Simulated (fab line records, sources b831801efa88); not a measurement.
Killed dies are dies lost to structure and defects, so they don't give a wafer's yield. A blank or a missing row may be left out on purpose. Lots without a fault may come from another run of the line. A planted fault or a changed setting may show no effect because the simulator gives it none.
Chamber matching | flow sky130 | SKY_PASSIVATION_ETCH_11 on rie_diel-01: 4 sister chambers
The step etches the open film in CF4/O2, stops on AlCu, target depth 725 nm, time 161.1 s. 8 wafers are shown with their chamber, then 7 later ones without.

WAFERS WITH THEIR CHAMBER
wafer  | chamber | throttle_valve_pct (%) | oes_product_au (a.u.)
L077.2 | 1       | 5.965                  | 0.974
L081.1 | 1       | 5.965                  | 0.978
L083.1 | 2       | 5.947                  | 0.983
L083.6 | 2       | 5.949                  | 0.972
L082.2 | 3       | 5.956                  | 0.952
L082.5 | 0       | 5.967                  | 0.981
L088.1 | 3       | 5.973                  | 0.975
L088.2 | 0       | 5.969                  | 0.972

WAFERS WITHOUT THEIR CHAMBER
wafer  | throttle_valve_pct (%) | oes_product_au (a.u.)
L088.6 | 5.971                  | 0.977
L090.1 | 5.953                  | 0.975
L090.2 | 5.972                  | 0.983
L090.5 | 5.955                  | 0.981
L094.1 | 5.971                  | 0.971
L094.2 | 5.967                  | 0.980
L094.6 | 5.951                  | 0.983

WHICH CHAMBER EACH WENT THROUGH
wafer  | from the rows above               | in truth
L088.6 | can't be placed: 0 or 1 or 3      | 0
L090.1 | can't be placed: 2 or 1 or 3 or 0 | 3
L090.2 | can't be placed: 0 or 1 or 3      | 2
L090.5 | can't be placed: 2 or 1 or 0 or 3 | 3
L094.1 | can't be placed: 0 or 1 or 3      | 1
L094.2 | can't be placed: 0 or 1 or 3      | 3
L094.6 | can't be placed: 2 or 1           | 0
Placed correctly: 0 of 7. Can't be placed from these rows: 7 (the true chamber is among the candidates in 5). Placed wrongly: 0.
How it was worked out, from the rows above alone: a wafer's distance from a chamber is the root of the sum, over the readings, of the square of ((its reading less the chamber's mean) divided by the reading's scatter). The wafer belongs to the nearest chamber; if the next one is less than 2 further off, it can't be placed. A chamber's mean is the mean of its shown wafers. The scatter: the root of (the sum of the squares of (reading less its chamber's mean) over the shown wafers, divided by (wafers less chambers)).
